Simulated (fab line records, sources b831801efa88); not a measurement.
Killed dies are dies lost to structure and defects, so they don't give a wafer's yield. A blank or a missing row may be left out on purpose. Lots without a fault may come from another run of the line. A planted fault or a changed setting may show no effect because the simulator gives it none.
One fault seen from 2 desks | flow sky130 | each desk has only its own numbers; what lay behind them comes last

THE TOOL OWNER'S DESK: litho_track-03
The tool's own readings at SKY_RES_XHIGH_COAT_02 (resist thk 1140 nm): means of the sampled wafers that have a number, for each lot that ran on this tool. A lot is out of limits, marked OUT, if its mean lies more than 4 standard deviations from the usual mean; the brackets give that distance.
Columns: A = exhaust_pa at SKY_RES_XHIGH_COAT_02, usual 45.1 Pa; B = resist_line_temp_C at SKY_RES_XHIGH_COAT_02, usual 23.01 C; C = spin_speed_rpm at SKY_RES_XHIGH_COAT_02, usual 2999.9 rpm
lot  | first seen here | A    | B     | C
L369 | day 28 00:49    | 44.8 | 23.07 | 2997.4
L371 | day 28 18:58    | 45.2 | 22.99 | 2998.5
L372 | day 29 03:40    | 44.9 | 22.93 | 2998.3
L374 | day 29 23:01    | 45.3 | 22.99 | 2999.6
L375 | day 30 09:44    | 46.1 | 23.04 | 2576.9 (-99 or more) OUT
L377 | day 31 02:07    | 45.0 | 22.96 | 2578.3 (-99 or more) OUT
This desk's finding: out of limits on L375, L377; first on L375, day 30 09:44 (spin_speed_rpm at SKY_RES_XHIGH_COAT_02). In limits: L369, L371, L372, L374.

THE METROLOGY DESK
What the gauges read, lot by lot, whatever tool the lot ran on: means of the sampled wafers that have a number. A lot is out of limits, marked OUT, if its mean lies more than 4 standard deviations from the usual mean; the brackets give that distance.
Columns: A = cd_nm at SKY_SD_P_CD_MEAS_07, usual 379.3 nm; B = SD_P_OVL at SKY_SD_P_OVL_MEAS_08, usual -1.0 nm
lot  | first seen here | A     | B
L364 | day 25 18:25    | 379.6 | -0.4
L369 | day 27 09:52    | 380.4 | -1.5
L370 | day 27 20:31    | 381.8 | -0.8
L371 | day 28 05:02    | 382.1 | -1.5
L372 | day 28 13:37    | 378.2 | -1.6
L374 | day 29 09:19    | 378.3 | -0.1
L375 | day 29 19:50    | 379.2 | -2.2
L377 | day 30 12:38    | 381.5 | -3.1
L378 | day 30 20:57    | 380.9 | 0.1
L383 | day 32 00:34    | 380.0 | -1.3
L386 | day 33 04:51    | 378.4 | 0.7
This desk's finding: nothing out of limits on any of the 11 lots.

PUT TOGETHER
The tool owner's desk could have raised an alarm at day 30 09:44, on L375, L377.
The metrology desk saw nothing out of limits.
The metrology desk has L375, L377 on record, within its limits.
Of the lots named, all ran SKY_RES_XHIGH_COAT_02 on litho_track-03.

WHAT THE SIMULATOR HAD PUT IN
Process parameter drift: litho_track-03, from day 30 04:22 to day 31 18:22, at SKY_RES_XHIGH_COAT_02. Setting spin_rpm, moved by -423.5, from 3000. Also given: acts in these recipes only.
Lots struck among those shown: L375, L377.
Hours from the fault's start to each desk's first reading out of limits: the tool owner's desk, 5.
